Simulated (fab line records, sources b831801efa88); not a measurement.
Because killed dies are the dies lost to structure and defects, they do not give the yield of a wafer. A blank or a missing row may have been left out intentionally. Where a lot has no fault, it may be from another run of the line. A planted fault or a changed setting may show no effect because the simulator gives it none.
The tool behind it: which one?	flow sky130	12 lots with 36 wafers sampled at 3 steps, on a route of 708 steps

## WHAT THE GAUGES READ, wafer by wafer
SKY_METAL4_CD_MEAS_13 targets a cd of 300 nm. Usual: cd nm at 299.7 nm, with a standard deviation of 1.4.
lot	measured	on	cd nm (nm)	flag
L802	day 41 08:20	cd sem-01	301.0 303.0 300.8	
L804	day 42 06:06	cd sem-02	298.4 299.4 298.0	
L805	day 42 17:08	cd sem-02	300.1 301.3 301.0	
L806	day 42 22:26	cd sem-02	300.1 300.2 298.7	
L807	day 43 01:49	cd sem-02	301.9 300.4 299.9	
L814	day 45 04:48	cd sem-02	300.4 299.4 299.8	
L817	day 46 03:17	cd sem-02	298.1 297.4 297.8	
L818	day 46 04:46	cd sem-02	300.5 299.2 300.2	
L819	day 46 07:37	cd sem-01	297.1 297.3 298.2	
L821	day 46 19:14	cd sem-01	300.7 300.6 300.6	
L823	day 47 07:40	cd sem-01	298.8 299.7 299.8	
L825	day 47 17:45	cd sem-02	301.2 300.5 300.4	

SKY_METAL4_OVL_MEAS_14. Usual: for METAL4_OVL the level is -3 nm and the standard deviation is 5.
lot	measured	on	METAL4_OVL (nm)	flag
L802	day 41 08:26	overlay-01	-2 4 1	
L804	day 42 06:11	overlay-01	-9 -4 -10	
L805	day 42 17:15	overlay-02	-9 -2 -7	
L806	day 42 22:32	overlay-02	2 -11 -2	
L807	day 43 01:56	overlay-02	-8 -2 -7	
L814	day 45 04:55	overlay-01	-1 7 6	
L817	day 46 03:23	overlay-02	-8 1 -7	
L818	day 46 04:53	overlay-02	-7 -5 -3	
L819	day 46 07:44	overlay-02	-4 0 -7	
L821	day 46 19:20	overlay-01	-12 -11 -18	
L823	day 47 07:45	overlay-01	4 4 -3	
L825	day 47 17:52	overlay-02	-5 4 -2	

## WHICH TOOL RAN EACH LOT (tool, then ch and the chambers of the sampled wafers, then the start)
lot	SKY_VIA3_CMP_24
L802	cmp-02 ch 0,1,2, day 39 05:14
L804	cmp-01 ch 0,3, day 40 05:04
L805	cmp-01 ch 0,1,2, day 40 16:17
L806	cmp-01 ch 0,3, day 40 22:39
L807	cmp-02 ch 1,2, day 41 02:16
L814	cmp-01 ch 0,2,3, day 43 08:52
L817	cmp-02 ch 0,1,3, day 44 06:35
L818	cmp-01 ch 0,1,3, day 44 09:05
L819	cmp-01 ch 0,2, day 44 12:21
L821	cmp-02 ch 0,3, day 45 01:00
L823	cmp-01 ch 1,2,3, day 45 14:04
L825	cmp-02 ch 1,2,3, day 46 00:59
- SKY_VIA3_CMP_24: polishes, stops on SiO2, t overpolish 20 s, target thk 0 nm.

## AS READ BY THE TOOLS THEMSELVES (means over the sampled wafers that have a number; for cases with no such wafer, the mark the record gives instead)
SKY_VIA3_CMP_24. Usual: motor current A 11.8 A, standard deviation 1.5; overpolish run s 20.001 s, standard deviation 0.0093; time to endpoint s 93 s, standard deviation 5.1.
lot	tool	motor current A (A)	overpolish run s (s)	time to endpoint s (s)	flag
L802	cmp-02	11.5	19.997	99	
L804	cmp-01	13.2	20.007	90	
L805	cmp-01	10.9	19.992	90	
L806	cmp-01	12.2	20.002	87	
L807	cmp-02	11.3	20.003	96	
L814	cmp-01	12.1	20.004	89	
L817	cmp-02	11.2	19.998	93	
L818	cmp-01	12.1	20.000	90	
L819	cmp-01	10.9	20.001	86	
L821	cmp-02	11.8	20.011	95	
L823	cmp-01	12.3	20.002	93	
L825	cmp-02	11.4	20.006	95	

## THE ANSWER, worked out from the rows above alone
Rule: take the mean of a lot's wafers that have a number; if it is more than 3 standard deviations from the usual mean, the lot is off. A lot without any number at a reading at which 4 lots or more have one is off too. All remaining lots with rows at the step are treated as sound. The gauges are gone through in route order, then the tools' own readings, and for those a lot's mean is taken as printed above. The first step at which some lot is off is used, and at that step the reading that is off furthest; a lot without a number counts as furthest.
Nothing can be told from this: no lot is off at any reading shown.

## WHAT THE SIMULATOR PUT IN
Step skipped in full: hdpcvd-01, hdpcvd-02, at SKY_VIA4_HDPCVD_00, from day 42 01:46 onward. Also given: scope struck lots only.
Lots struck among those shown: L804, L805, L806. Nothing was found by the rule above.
